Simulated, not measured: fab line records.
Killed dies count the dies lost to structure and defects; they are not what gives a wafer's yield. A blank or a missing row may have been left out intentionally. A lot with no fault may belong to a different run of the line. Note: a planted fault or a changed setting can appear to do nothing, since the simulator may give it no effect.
fab line records ; flow sky130
record: lots: 5; wafers: 14; last_day: 50
route steps=708 shown VIA2@509
lots that met no fault: taken from a fault-free run of the same line
start_h: hours from the record's first day to the start of the lot's first wafer shown ; wait_h: hours elapsed since this lot's preceding step ; " as in the row above ; L1.1+2: a row that stands for several wafers ; - no value, or no start was given ; * or withheld: withheld ; < > ~ a bound
route shown NAME@n: a module of which the file shows steps, and the number in the route of the first ; usual: average and standard deviation across the fault-free wafers ; same: alike in all rows ; chamber/n: place in a boat ; sites: the reading at each site ; _std_site: the standard deviation of these ; _edge_site: the outer-site mean with the inner-site mean subtracted ; radius_mm: for every site, how far away it sits from the centre of the wafer ; mask NAME#n: copy n ; behind: the tool/chamber that last shaped the wafer ; hold: why the lot went on hold/how many hours it stayed there/how the hold came to an end ; device: whichever transistor did not switch (one of n, p or np) ; end of line: the route-end tests of the same wafers ; a step given without rows: its recipe and nothing more ; killed: dies that structure and defects cost at the first sort, which is not the same as the wafer's yield ; map: dies across one wafer; x = killed, . = not, _ = none there
set.NAME: the setting the step ran with; set.NAME@STEP: the setting that earlier step ran with ; model.NAME: the simulator's own value behind a step, which no gauge read
certain route steps with their lots: each step a table, each wafer a row
services: a tool's chamber out of use, with start hour (start_h, from the record's first day; less than 0 if before it), hours out, and reason
== steps ==
step: SKY_VIA2_CMP_02
recipe: material: SiO2; down_force_psi: 4; platen_rpm: 60; pad_velocity_m_s: 0.94248
usual: motor_current_A: 11.9/1.1
lot.wafer;tool;chamber;start_h;wait_h;motor_current_A
L212.2;cmp-02;1;847.47;0.1;14.2
L212.4;cmp-02;2;847.47;0.1;9.5
L212.1;cmp-02;3;847.47;0.1;11.6
L216.4;cmp-01;3;885.10;0.1;12.8
L216.5;cmp-01;1;885.10;0.1;11.3
L216.6;cmp-01;2;885.10;0.1;11.4
L225.2;cmp-01;3;929.76;0.0;13.5
L225.5;cmp-01;0;929.76;0.0;11.9
L229.4;cmp-01;2;951.78;0.1;11.7
L229.2;cmp-01;3;951.78;0.1;12.2
L229.1;cmp-01;0;951.78;0.1;12.5
L234.1;cmp-02;0;985.63;0.1;12.7
L234.6;cmp-02;0;985.63;0.1;12.5
L234.5;cmp-02;1;985.63;0.1;13.9
step: SKY_VIA2_BOW_MEAS_03
recipe: mode: bow
usual: VIA2_BOW: 84/7.1
lot.wafer;tool;chamber;start_h;wait_h;VIA2_BOW[um]
L212.1;film_metro-04;-;847.72;0.1;89
L212.2;film_metro-04;-;847.72;0.1;84
L212.4;film_metro-04;-;847.72;0.1;74
L216.4;film_metro-01;-;885.36;0.2;88
L216.5;film_metro-01;-;885.36;0.2;93
L216.6;film_metro-01;-;885.36;0.2;95
L225.2;film_metro-02;-;930.08;0.3;82
L225.5;film_metro-02;-;930.08;0.3;88
L229.1;film_metro-01;-;952.03;0.1;81
L229.2;film_metro-01;-;952.03;0.1;88
L229.4;film_metro-01;-;952.03;0.1;74
L234.1;film_metro-02;-;985.93;0.2;72
L234.5;film_metro-02;-;985.93;0.2;86
L234.6;film_metro-02;-;985.93;0.2;85
step: SKY_VIA2_DEHYDRATE_04
recipe: temp_c: 200; time_s: 60
step: SKY_VIA2_HMDS_05
recipe: prime_time_s: 60; prime_temp_c: 120
step: SKY_VIA2_COAT_06
recipe: resist: BARC; temp_c: withheld; time_s: withheld; spin_rpm: 3000; resist_thk_nm: 60
step: SKY_VIA2_COAT_07
recipe: resist: KrF-thick; spin_rpm: 3000; resist_thk_nm: 450
step: SKY_VIA2_SOFTBAKE_08
recipe: temp_c: 100; time_s: 90; resist: KrF-thick
step: SKY_VIA2_EXPOSE_09
recipe: mask_id: VIM2; na: 0.8; source_shape: annular; sigma_inner: 0.55; sigma_outer: 0.85; target_cd_nm: 200; dose_mj: 38
step: SKY_VIA2_PEB_10
recipe: peb_temp_c: withheld; peb_time_s: withheld; resist: KrF-thick
step: SKY_VIA2_DEVELOP_11
recipe: develop_time_s: 60; resist: KrF-thick; dev_temp_c: 21
step: SKY_VIA2_CD_MEAS_12
recipe: target_cd_nm: 200
usual: cd_nm: 199.6/1.2
lot.wafer;tool;chamber;start_h;wait_h;cd_nm
L212.1;cd_sem-02;-;874.70;-;198.7
L212.2;cd_sem-02;-;874.70;-;198.9
L212.4;cd_sem-02;-;874.70;-;199.3
L216.4;cd_sem-02;-;910.37;-;199.0
L216.5;cd_sem-02;-;910.37;-;199.2
L216.6;cd_sem-02;-;910.37;-;198.3
L225.2;cd_sem-01;-;954.68;-;198.9
L225.5;cd_sem-01;-;954.68;-;199.6
L229.1;cd_sem-02;-;975.73;-;198.8
L229.2;cd_sem-02;-;975.73;-;199.1
L229.4;cd_sem-02;-;975.73;-;200.0
L234.1;cd_sem-02;-;1008.85;-;198.3
L234.5;cd_sem-02;-;1008.85;-;197.6
L234.6;cd_sem-02;-;1008.85;-;198.3
step: SKY_VIA2_OVL_MEAS_13
usual: VIA2_OVL: 3/4.9
lot.wafer;tool;chamber;start_h;wait_h;VIA2_OVL[nm]
L212.1;overlay-02;-;874.82;0.1;-1
L212.2;overlay-02;-;874.82;0.1;0
L212.4;overlay-02;-;874.82;0.1;3
L216.4;overlay-01;-;910.45;0.1;3
L216.5;overlay-01;-;910.45;0.1;12
L216.6;overlay-01;-;910.45;0.1;8
L225.2;overlay-02;-;954.79;0.1;6
L225.5;overlay-02;-;954.79;0.1;-5
L229.1;overlay-01;-;975.85;0.1;-4
L229.2;overlay-01;-;975.85;0.1;7
L229.4;overlay-01;-;975.85;0.1;5
L234.1;overlay-01;-;1008.97;0.1;-9
L234.5;overlay-01;-;1008.97;0.1;-2
L234.6;overlay-01;-;1008.97;0.1;-5
step: SKY_VIA2_ETCH_14
recipe: chemistry: N2/H2; target: BARC; ion_energy_ev: 200; source_w: 500; bias_w: 100; pressure_mtorr: 30; n2_flow_sccm: 100; h2_flow_sccm: 200; stop_on: SiO2; time_s: 45.9; target_depth_a: 600
usual: drypump_motor_current_A: 5.8/0.48; oes_product_au: 0.854/0.0044; run_length_s: 74.2/0.58; throttle_valve_pct: 13.224/0.011
lot.wafer;tool;chamber;start_h;wait_h;drypump_motor_current_A;oes_product_au;rf_hours_counter_h;run_length_s;throttle_valve_pct;model.KrF-thick_of_VIA2_COAT_07.thk_nm;model.etch.depth_nm;model.VIA2.cd_nm
L212.1;rie_diel-03;3;874.85;0.0;6.2;0.860;7;74.5;13.203;390.4;59.72;198.8
L212.2;rie_diel-03;1;874.85;0.0;6.0;0.857;15;74.1;13.218;391.2;59.8;198.4
L212.4;rie_diel-03;0;874.85;0.0;5.5;0.850;9;74.4;13.234;391.4;59.8;198.8
L216.4;rie_diel-04;3;910.47;0.0;5.9;0.847;18;74.3;13.222;391.7;59.75;200.2
L216.5;rie_diel-04;1;910.47;0.0;6.0;0.855;-;74.5;13.236;391.2;59.66;198.9
L216.6;rie_diel-04;2;910.47;0.0;5.5;0.852;-;73.4;13.235;390.3;59.68;197.5
L225.2;rie_diel-02;1;954.82;0.0;5.0;1.012;13;57.0;13.247;408.8;49.25;195.9
L225.5;rie_diel-02;0;954.82;0.0;6.2;0.999;-;57.6;13.233;409.1;48.33;196.3
L229.1;rie_diel-04;3;975.89;0.0;5.9;0.854;20;74.5;13.213;390.5;60.17;200.1
L229.2;rie_diel-04;2;975.89;0.0;5.6;0.855;18;73.3;13.213;392.2;60.05;198.2
L229.4;rie_diel-04;0;975.89;0.0;6.6;0.851;23;73.4;13.237;393.3;60.22;200.3
L234.1;rie_diel-02;1;1009.00;0.0;5.0;0.856;14;74.1;13.221;393.2;60.29;198.9
L234.5;rie_diel-02;0;1009.00;0.0;6.2;0.857;-;74.7;13.215;394.7;60.23;197.3
L234.6;rie_diel-02;3;1009.00;0.0;6.2;0.855;-;74.4;13.222;393.7;60.42;198.3
step: SKY_VIA2_ETCH_15
recipe: target: SiO2; chemistry: C4F8/O2/Ar; target_depth_nm: 546; stop_on: TiN; mask_material: KrF-thick; source_w: 1500; bias_w: 1200; pressure_mtorr: 40; c4f8_flow_sccm: withheld; O2_flow_sccm: 6; Ar_flow_sccm: 300; time_s: 84
usual: oes_product_au: 0.940/0.0049; run_length_s: 112.3/0.59
lot.wafer;tool;chamber;start_h;wait_h;oes_product_au;rf_hours_counter_h;run_length_s;model.KrF-thick_of_VIA2_COAT_07.thk_nm
L212.1;rie_diel-03;3;874.90;0.0;0.946;7;112.9;281.5
L212.2;rie_diel-03;1;874.90;0.0;0.937;15;112.6;282.6
L212.4;rie_diel-03;0;874.90;0.0;0.939;9;112.2;284.2
L216.4;rie_diel-04;3;910.51;0.0;0.944;18;112.6;281.8
L216.5;rie_diel-04;1;910.51;0.0;0.937;-;112.5;282
L216.6;rie_diel-04;2;910.51;0.0;0.933;-;111.4;278.9
L225.2;rie_diel-02;1;954.86;0.0;0.465;13;111.9;298.7
L225.5;rie_diel-02;0;954.86;0.0;0.421;-;113.1;300.4
L229.1;rie_diel-04;3;975.93;0.0;0.943;20;112.4;282.4
L229.2;rie_diel-04;2;975.93;0.0;0.945;18;111.4;283
L229.4;rie_diel-04;0;975.93;0.0;0.933;23;111.8;285.7
L234.1;rie_diel-02;1;1009.05;0.0;0.942;14;111.8;282.6
L234.5;rie_diel-02;0;1009.05;0.0;0.944;-;112.9;284.6
L234.6;rie_diel-02;3;1009.05;0.0;0.945;-;112.5;285.7
step: SKY_VIA2_STRIP_16
recipe: chemistry: O2/N2; power_w: 1400; pressure_mtorr: 1500; platen_temp_c: withheld; o2_flow_sccm: 3000; n2_flow_sccm: 300; overash_fraction: 0.5
usual: drypump_motor_current_A: 5.84/0.27; oes_product_au: 0.398/0.005; strip_time_to_endpoint_s: 4.04/0.03
lot.wafer;tool;chamber;start_h;wait_h;drypump_motor_current_A;oes_product_au;rf_hours_counter_h;strip_time_to_endpoint_s
L212.1;plasma_asher-04;1;874.96;0.0;6.38;0.397;106;4.02
L212.2;plasma_asher-04;0;874.96;0.0;5.75;0.398;106;4.03
L212.4;plasma_asher-04;0;874.96;0.0;5.75;0.395;-;4.05
L216.4;plasma_asher-03;0;910.61;0.1;5.74;0.398;-;4.03
L216.5;plasma_asher-03;1;910.61;0.1;5.84;0.403;-;4.03
L216.6;plasma_asher-03;0;910.61;0.1;5.74;0.392;-;4.00
L225.2;plasma_asher-03;0;954.92;0.0;5.72;0.399;76;4.22
L225.5;plasma_asher-03;1;954.92;0.0;5.84;0.396;-;4.22
L229.1;plasma_asher-03;1;975.99;0.0;5.83;0.400;78;4.05
L229.2;plasma_asher-03;0;975.99;0.0;5.78;0.399;78;4.05
L229.4;plasma_asher-03;0;975.99;0.0;5.75;0.397;-;4.07
L234.1;plasma_asher-03;0;1009.11;0.0;5.70;0.399;82;4.04
L234.5;plasma_asher-03;0;1009.11;0.0;5.70;0.401;-;4.06
L234.6;plasma_asher-03;1;1009.11;0.0;5.83;0.390;-;4.05
step: SKY_VIA2_STRIP_17
recipe: chemistry: post_etch_residue_remover; time_s: 1200; temp_c: 72.5
== services ==
tool;chamber;start_h;hours;kind
rie_diel-02;-;837.46;0.7;repair
cmp-01;-;842.70;25.6;repair
plasma_asher-03;-;847.69;2.6;repair
rie_diel-03;2;852.70;1.9;repair
cmp-01;-;863.14;1.3;repair
cmp-01;-;868.30;3.6;pm
cmp-02;-;904.36;15.7;pm
cmp-02;-;920.02;6.2;pm
cmp-02;-;926.20;4.0;pm
cmp-02;-;930.20;-;consumable_replace:conditioner
cmp-02;-;930.20;-;consumable_replace:pad
cmp-01;-;932.08;3.0;repair
cmp-02;-;935.11;6.6;pm
plasma_asher-04;-;957.15;0.3;repair
rie_diel-02;-;959.69;0.3;repair
rie_diel-04;3;966.24;6.9;repair
rie_diel-02;0;977.08;8.7;repair
rie_diel-04;1;993.94;7.2;repair
rie_diel-02;-;994.00;14.6;pm
rie_diel-04;-;999.06;0.7;repair
== key ==
first_sign: step: SKY_VIA2_ETCH_14; reading: oes_product_au; direction: up; sigmas: 35; usual: 0.854; struck: 1.005
effect: step: SKY_VIA2_ETCH_14; reading: run_length_s; direction: down; sigmas: 29; usual: *; struck: *
effect: step: SKY_VIA2_ETCH_15; reading: oes_product_au; direction: down; sigmas: 99+; usual: 0.940; struck: 0.443
effect: step: SKY_VIA2_STRIP_16; reading: strip_time_to_endpoint_s; direction: up; sigmas: 5.9; usual: *; struck: *
model_effect: step: SKY_VIA2_ETCH_14; value: KrF-thick_of_VIA2_COAT_07.thk_nm; without: 392.8; struck: 409
model_effect: step: SKY_VIA2_ETCH_15; value: KrF-thick_of_VIA2_COAT_07.thk_nm; without: 283.4; struck: 299.5
met_at SKY_VIA2_ETCH_14
struck_wafers L225.2,L225.5
later_rows_left_out L225.2,L225.5
sort_left_out L225.2,L225.5
fault: kind: process_parameter_drift; tool: rie_diel-02; chamber: -; onset_h: 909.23; steps: SKY_VIA2_ETCH_14; channel: time_s; offset: *; shape: step; end_h: 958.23; scope: struck_wafers_only; acts_in: *; stated: *
sort_left_out: the simulated sort isn't trusted on such a fault, so these wafers' sort isn't shown, and their yield isn't known
later_rows_left_out: the simulator's readings of these wafers behind a module that went badly wrong aren't trusted and aren't shown, but for the sort
